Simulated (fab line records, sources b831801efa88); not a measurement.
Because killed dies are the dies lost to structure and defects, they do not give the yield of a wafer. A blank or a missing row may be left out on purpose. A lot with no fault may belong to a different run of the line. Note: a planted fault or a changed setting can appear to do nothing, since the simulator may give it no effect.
fab line records | flow sky130
record lots=6 wafers=18 lastDay=50
route steps=708 shown RES_XHIGH@340 SD_N@342 SD_P@359 PAD_OPEN@708
lots that met no fault: taken from a fault-free run of the same line
startH: start of the lot's first displayed wafer, in hours after the record's first day | waitH: how many hours have passed since the lot's step before this one | " repeats the value in the row above | L1.1+2: several wafers, shown together as one row | - either no value or no given start | * or withheld: withheld | < > ~ a bound
route shown NAME@n: names a module that has steps shown in the file, with the first one's number in the route | usual: average and standard deviation across the fault-free wafers | same: alike in all rows | chamber/n: place in a boat | sites: each site's reading | _std_site: the values' standard deviation | _edge_site: mean of outer sites minus mean of inner sites | radiusMm: how far each site lies from the wafer's centre | mask NAME#n: copy n | behind: the last tool/chamber to shape the wafer | hold: why the lot was held/for how many hours/how that ended | device: which transistor (n, p or np) failed to switch | end of line: the same wafers' tests at the end of the route | where a step has no rows: the recipe by itself | killed: dies lost to structure and defects at the first sort, not the wafer's yield | map: dies across one wafer; x = killed, . = not, _ = none there
set.NAME: the setting as run; set.NAME@STEP: as run at that earlier step | model.NAME: the simulator's own value behind a step, which no gauge read
lots at some steps of the route; a table a step, a row a wafer
services: from which hour (startH, from the record's first day; less than 0 if before it) a tool's chamber was out of use, for how many hours, and why
## steps
# step SKY_RES_XHIGH_STRIP_08
# recipe chemistry=O2/N2 powerW=1400 pressureMtorr=1500 platenTempC=withheld o2FlowSccm=3000 n2FlowSccm=300 overashFraction=0.5
# usual drypumpMotorCurrentA=6.0/0.34 n2FlowSccm=300.0/0.82 oesProductAu=0.711/0.0044 stripTimeToEndpointS=14.27/0.036
# columns lot.wafer tool chamber startH waitH drypumpMotorCurrentA n2FlowSccm oesProductAu rfHoursCounterH stripTimeToEndpointS
L504.1 plasmaAsher-04 0 627.22 0.1 5.9 301.7 0.714 95 14.24
L504.2 " 1 " " 5.3 299.2 0.710 95 14.27
L504.3 " 0 " " 5.9 302.6 0.708 - 14.26
L508.1 plasmaAsher-03 0 684.79 0.1 6.3 299.9 0.705 88 14.27
L508.2 " 1 " " 5.6 298.7 0.707 88 14.23
L508.4 " 1 " " 5.6 299.8 0.716 - 14.26
L517.1 plasmaAsher-02 0 738.19 0.1 6.1 301.6 0.703 61 14.22
L517.2 " 1 " " 6.2 299.3 0.711 61 14.30
L517.6 " 0 " " 6.1 300.9 0.712 - 14.25
L518.4 plasmaAsher-03 1 751.09 0.1 5.6 299.7 0.712 - 14.27
L518.5 " 0 " " 6.3 300.2 0.712 - 14.29
L518.6 " 1 " " 5.6 299.7 0.712 - 14.26
L522.2 plasmaAsher-03 0 771.54 0.1 6.3 299.4 0.713 96 14.30
L522.4 " 1 " " 5.6 299.0 0.712 - 14.25
L522.6 " 1 " " 5.6 299.6 0.698 - 14.25
L523.3 plasmaAsher-03 1 776.41 0.1 5.6 301.0 0.711 - 14.28
L523.4 " 0 " " 6.3 301.9 0.710 - 14.29
L523.5 " 0 " " 6.3 300.2 0.709 - 14.29
# step SKY_RES_XHIGH_TW_MEAS_09
# usual RES_XHIGH_TW=1656/12
# columns lot.wafer tool chamber startH waitH RES_XHIGH_TW
L504.1 filmMetro-02 - 627.32 0.1 1656
L504.2 " - " " 1651
L504.3 " - " " 1647
L508.1 filmMetro-04 - 684.89 0.1 1660
L508.2 " - " " 1665
L508.4 " - " " 1658
L517.1 filmMetro-02 - 738.29 0.1 1646
L517.2 " - " " 1642
L517.6 " - " " 1642
L518.4 filmMetro-03 - 751.19 0.1 1649
L518.5 " - " " 1656
L518.6 " - " " 1669
L522.2 filmMetro-02 - 771.65 0.1 1635
L522.4 " - " " 1636
L522.6 " - " " 1645
L523.3 filmMetro-03 - 776.49 0.1 1654
L523.4 " - " " 1663
L523.5 " - " " 1654
# step SKY_SD_N_DEHYDRATE_00
# recipe tempC=200 timeS=60
# step SKY_SD_N_HMDS_01
# recipe primeTimeS=60 primeTempC=120
# step SKY_SD_N_COAT_02
# recipe resist=NOVOLAK spinRpm=3000 resistThkNm=1140
# step SKY_SD_N_SOFTBAKE_03
# recipe tempC=90 timeS=60 resist=NOVOLAK
# step SKY_SD_N_EXPOSE_04
# recipe maskId=NSDM na=0.6 sourceShape=conventional sigmaOuter=0.6 polarization=unpolarized targetCdNm=380 doseMj=142.2
# step SKY_SD_N_PEB_05
# recipe tempC=withheld timeS=* resist=NOVOLAK
# step SKY_SD_N_DEVELOP_06
# recipe resist=NOVOLAK developer=TMAH developTimeS=60 devTempC=23
# step SKY_SD_N_CD_MEAS_07
# recipe targetCdNm=380
# usual cdNm=380.2/2.2
# columns lot.wafer tool chamber startH waitH cdNm
L504.1 cdSem-01 - 656.95 0.1 379.9
L504.2 " - " " 377.4
L504.3 " - " " 378.8
L508.1 cdSem-02 - 711.69 0.1 380.4
L508.2 " - " " 379.8
L508.4 " - " " 382.5
L517.1 cdSem-01 - 765.81 0.1 378.6
L517.2 " - " " 377.1
L517.6 " - " " 379.8
L518.4 cdSem-01 - 778.37 0.1 377.5
L518.5 " - " " 378.3
L518.6 " - " " 378.1
L522.2 cdSem-01 - 797.66 0.1 379.7
L522.4 " - " " 379.5
L522.6 " - " " 380.6
L523.3 cdSem-02 - 802.75 0.1 380.2
L523.4 " - " " 383.0
L523.5 " - " " 382.9
# step SKY_SD_N_OVL_MEAS_08
# usual SD_N_OVL=-0.8/1.1
# columns lot.wafer tool chamber startH waitH SD_N_OVL[nm]
L504.1 overlay-02 - 657.07 0.1 -0.6
L504.2 " - " " -0.9
L504.3 " - " " -0.1
L508.1 overlay-02 - 711.81 0.1 -0.8
L508.2 " - " " -1.2
L508.4 " - " " -0.6
L517.1 overlay-01 - 765.93 0.1 -0.3
L517.2 " - " " -1.7
L517.6 " - " " -3.3
L518.4 overlay-01 - 778.44 0.1 -2.0
L518.5 " - " " -0.7
L518.6 " - " " -0.9
L522.2 overlay-02 - 797.76 0.1 -0.5
L522.4 " - " " -0.1
L522.6 " - " " -0.5
L523.3 overlay-01 - 802.84 0.1 0.6
L523.4 " - " " -1.5
L523.5 " - " " -0.5
# step SKY_SD_N_IMPLANT_09
# recipe species=As energyKev=50 doseCm2=4e+15 tiltDeg=0
# step SKY_SD_N_IMPLANT_10
# recipe species=P energyKev=20 doseCm2=1e+14 tiltDeg=0
# usual beamOnS=10.9/0.66 doseIonsCm2=1.0004e+14/1e+11
# same implantIonAmu=31
# columns lot.wafer tool chamber startH waitH beamOnS doseIonsCm2
L504.1 implanter-03 0 657.26 0.1 10.0 1.0015e+14
L504.2 " 0 " " 10.2 1.0022e+14
L504.3 " 0 " " 9.7 1.0002e+14
L508.1 implanter-01 0 711.99 0.1 11.1 9.984e+13
L508.2 " 0 " " 11.2 1.0002e+14
L508.4 " 0 " " 11.3 1.0007e+14
L517.1 implanter-03 0 766.11 0.1 16.9 1.7017e+14
L517.2 " 0 " " 16.0 1.7021e+14
L517.6 " 0 " " 16.1 1.7014e+14
L518.4 implanter-03 0 778.69 0.1 16.3 1.6992e+14
L518.5 " 0 " " 16.0 1.7003e+14
L518.6 " 0 " " 16.8 1.6993e+14
L522.2 implanter-02 0 797.97 0.1 11.7 1.0021e+14
L522.4 " 0 " " 11.1 1.0009e+14
L522.6 " 0 " " 11.6 1.0006e+14
L523.3 implanter-01 0 803.06 0.1 10.8 1.0007e+14
L523.4 " 0 " " 11.6 1.0005e+14
L523.5 " 0 " " 11.4 1.0018e+14
# step SKY_SD_N_STRIP_11
# recipe chemistry=O2/N2 powerW=1400 pressureMtorr=1500 platenTempC=withheld o2FlowSccm=3000 n2FlowSccm=300 overashFraction=0.5
# usual drypumpMotorCurrentA=6.0/0.33 n2FlowSccm=300.0/0.92 oesProductAu=0.527/0.0043 stripTimeToEndpointS=22.54/0.039
# columns lot.wafer tool chamber startH waitH drypumpMotorCurrentA n2FlowSccm oesProductAu rfHoursCounterH stripTimeToEndpointS
L504.1 plasmaAsher-03 0 657.41 0.1 6.3 300.1 0.529 85 22.62
L504.2 " 1 " " 5.6 300.4 0.525 85 22.66
L504.3 " 0 " " 6.3 300.9 0.534 - 22.58
L508.1 plasmaAsher-01 1 712.14 0.1 6.3 300.1 0.526 29 22.59
L508.2 " 0 " " 5.5 300.0 0.535 29 22.58
L508.4 " 1 " " 6.3 298.7 0.519 - 22.51
L517.1 plasmaAsher-02 0 766.26 0.1 6.1 298.8 0.529 64 22.54
L517.2 " 1 " " 6.2 301.6 0.531 64 22.53
L517.6 " 1 " " 6.2 301.5 0.537 - 22.54
L518.4 plasmaAsher-01 0 778.79 0.1 5.5 300.2 0.530 - 22.55
L518.5 " 1 " " 6.3 301.1 0.534 - 22.54
L518.6 " 0 " " 5.5 300.0 0.525 - 22.53
L522.2 plasmaAsher-03 1 798.09 0.1 5.6 300.1 0.530 99 22.57
L522.4 " 1 " " 5.6 300.0 0.521 - 22.50
L522.6 " 1 " " 5.6 299.4 0.529 - 22.49
L523.3 plasmaAsher-03 0 803.20 0.1 6.3 298.9 0.526 - 22.46
L523.4 " 1 " " 5.6 301.0 0.526 - 22.55
L523.5 " 0 " " 6.3 299.9 0.528 - 22.56
# step SKY_SD_N_TW_MEAS_12
# usual SD_N_TW=4028/31
# columns lot.wafer tool chamber startH waitH SD_N_TW
L504.1 filmMetro-02 - 657.51 0.1 3977
L504.2 " - " " 3989
L504.3 " - " " 4001
L508.1 filmMetro-04 - 712.24 0.1 4012
L508.2 " - " " 4032
L508.4 " - " " 4021
L517.1 filmMetro-04 - 766.36 0.1 4021
L517.2 " - " " 4037
L517.6 " - " " 4018
L518.4 filmMetro-02 - 778.89 0.1 4003
L518.5 " - " " 3993
L518.6 " - " " 3991
L522.2 filmMetro-03 - 798.20 0.1 4041
L522.4 " - " " 4047
L522.6 " - " " 4041
L523.3 filmMetro-03 - 803.28 0.1 4056
L523.4 " - " " 4006
L523.5 " - " " 4033
# step SKY_SD_N_CLEAN_13
# recipe chemistry=SC1/SC2 mix=1:4:20 tempC=70 timeS=150 dry=n2Spin
# step SKY_SD_N_RTA_14
# recipe tempC=1075 timeS=2 idleTempC=650 rampUpCPerS=150 rampDownCPerS=90 ambient=N2
# usual lampPowerPct=15.73/0.051 wafer_temp_C_max=1078.0/1.3
# columns lot.wafer tool chamber startH waitH lampPowerPct wafer_temp_C_max
L504.1 rtpAnneal-02 0 657.67 0.0 15.77 1078.5
L504.2 " 0 " " 15.80 1077.0
L504.3 " 0 " " 15.86 1079.2
L508.1 rtpAnneal-02 0 712.35 0.0 15.73 1077.1
L508.2 " 0 " " 15.74 1077.0
L508.4 " 0 " " 15.77 1078.7
L517.1 rtpAnneal-02 0 766.47 0.0 15.74 1077.1
L517.2 " 0 " " 15.66 1076.8
L517.6 " 0 " " 15.69 1077.5
L518.4 rtpAnneal-01 0 779.00 0.0 15.69 1078.1
L518.5 " 0 " " 15.80 1078.1
L518.6 " 0 " " 15.83 1078.2
L522.2 rtpAnneal-01 0 798.31 0.0 15.79 1078.5
L522.4 " 0 " " 15.68 1076.1
L522.6 " 0 " " 15.74 1078.4
L523.3 rtpAnneal-02 0 803.39 0.0 15.69 1078.4
L523.4 " 0 " " 15.80 1076.2
L523.5 " 0 " " 15.69 1076.9
# step SKY_SD_N_RS_MEAS_16
# recipe thkMeasGauge=four-point-probe
# usual SD_N_RS=68.50/0.11
# columns lot.wafer tool chamber startH waitH SD_N_RS[ohm/sq]
L504.1 filmMetro-04 - 657.84 0.1 68.48
L504.2 " - " " 68.40
L504.3 " - " " 68.53
L508.1 filmMetro-04 - 712.52 0.1 68.40
L508.2 " - " " 68.42
L508.4 " - " " 68.45
L517.1 filmMetro-03 - 766.64 0.1 66.70
L517.2 " - " " 66.81
L517.6 " - " " 66.65
L518.4 filmMetro-03 - 779.20 0.1 66.53
L518.5 " - " " 66.48
L518.6 " - " " 66.53
L522.2 filmMetro-04 - 798.50 0.1 68.46
L522.4 " - " " 68.60
L522.6 " - " " 68.66
L523.3 filmMetro-04 - 803.59 0.1 68.48
L523.4 " - " " 68.40
L523.5 " - " " 68.48
# step SKY_SD_N_RS_MEAS_17
# recipe thkMeasGauge=four-point-probe
# usual SD_P_RS=147.0/0.35
# columns lot.wafer tool chamber startH waitH SD_P_RS[ohm/sq]
L504.1 filmMetro-04 - 657.96 0.1 146.7
L504.2 " - " " 146.7
L504.3 " - " " 147.0
L508.1 filmMetro-04 - 712.64 0.1 146.9
L508.2 " - " " 147.1
L508.4 " - " " 146.7
L517.1 filmMetro-03 - 766.76 0.1 147.3
L517.2 " - " " 147.1
L517.6 " - " " 147.1
L518.4 filmMetro-03 - 779.32 0.1 146.5
L518.5 " - " " 146.6
L518.6 " - " " 146.8
L522.2 filmMetro-04 - 798.62 0.1 147.6
L522.4 " - " " 147.0
L522.6 " - " " 147.5
L523.3 filmMetro-04 - 803.71 0.1 146.8
L523.4 " - " " 146.5
L523.5 " - " " 146.9
# step SKY_PAD_OPEN_PROBE_99
# usual killed_at_M0_to_M3=43/6.4 killed_at_M4_up=3.2/1.8 killedAtContacts=25/5.8 killedAtFrontEnd=16/4.1 killedAtOther=0.2/0.47 killedDies=88/9.9 killedOpen=47/7.3 killedShort=40/7.1
# same grossDies=492 killedAtBackSide=0
# columns lot.wafer tool chamber startH waitH killed_at_M0_to_M3 killed_at_M4_up killedAtContacts killedAtFrontEnd killedAtOther killedDies killedOpen killedShort
L508.1 prober-01 - 1127.18 0.1 38 4 28 15 0 85 50 35
L508.2 prober-01 - 1127.23 0.1 57 2 25 12 0 96 47 49
L508.4 prober-01 - 1127.33 0.2 44 2 34 9 0 89 47 42
# killed by level:class
L508.1 VIA1:geometricParticle:open=10 LI_CONTACT:geometricParticle:open=8 CONTACT:geometricParticle:open=8 CONTACT:geometricParticle:short=6 POLY_GATE:geometricParticle:open=5 METAL1:geometricParticle:short=4 METAL2:geometricParticle:short=4 VIA2:geometricParticle:open=4
L508.2 VIA1:geometricParticle:open=9 VIA1:geometricParticle:short=9 LI_CONTACT:geometricParticle:open=8 CONTACT:geometricParticle:open=6 VIA2:geometricParticle:open=6 VIA3:geometricParticle:open=6 VIA3:geometricParticle:short=5 LOCAL_INTERCONNECT:geometricParticle:short=5
L508.4 CONTACT:geometricParticle:open=12 VIA1:geometricParticle:open=11 LOCAL_INTERCONNECT:geometricParticle:short=9 METAL2:geometricParticle:short=8 LI_CONTACT:geometricParticle:open=7 VIA2:geometricParticle:open=6 CONTACT:geometricParticle:short=4 VIA1:geometricParticle:short=4
## services
# columns tool chamber startH hours kind
implanter-02 - 611.19 4.9 pm
plasmaAsher-04 - 619.48 2.8 pm
implanter-01 - 619.66 4.2 pm
implanter-01 - 645.82 2.8 pm
implanter-02 - 657.51 1.5 repair
implanter-03 - 660.38 0.5 repair
implanter-03 - 677.86 4.6 repair
implanter-03 - 680.72 6.2 repair
plasmaAsher-03 - 695.32 1.9 repair
implanter-02 - 717.05 1.5 repair
implanter-03 - 725.66 4.6 repair
plasmaAsher-04 - 733.75 9.0 pm
plasmaAsher-04 0 733.75 9.0 ventCycle
plasmaAsher-04 1 733.75 9.0 ventCycle
plasmaAsher-04 0 742.75 - clean
plasmaAsher-04 1 742.75 - clean
rtpAnneal-01 - 744.15 6.4 pm
implanter-01 - 755.77 1.8 repair
plasmaAsher-02 - 772.06 7.3 pm
plasmaAsher-03 - 791.60 4.0 repair
implanter-03 - 794.12 22.4 pm
## key
firstSign step=SKY_SD_N_IMPLANT_10 reading=doseIonsCm2 direction=up sigmas=99+ usual=* struck=*
effect step=SKY_SD_N_IMPLANT_10 reading=beamOnS direction=up sigmas=8.3 usual=10.9 struck=16.3
effect step=SKY_SD_N_RS_MEAS_16 reading=SD_N_RS direction=down sigmas=17 usual=68.50 struck=66.62
metAt SKY_SD_N_IMPLANT_10
struckWafers L517.1,L517.2,L517.6,L518.4,L518.5,L518.6
testerLeftOut L517,L518
onsetBetween 657.26 766.11
fault kind=processParameterDrift tool=implanter-03 chamber=- onsetH=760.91 steps=SKY_SD_N_IMPLANT_10 channel=doseCm2 offset=* shape=step endH=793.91 actsIn=* stated=*
# testerLeftOut: of these lots the tester's yield and bins aren't shown, on N5 and GAA mostly nor the transistor test; their killed dies are dies lost to structure and defects alone, not to doping, threshold or leakage, so they don't give the yield
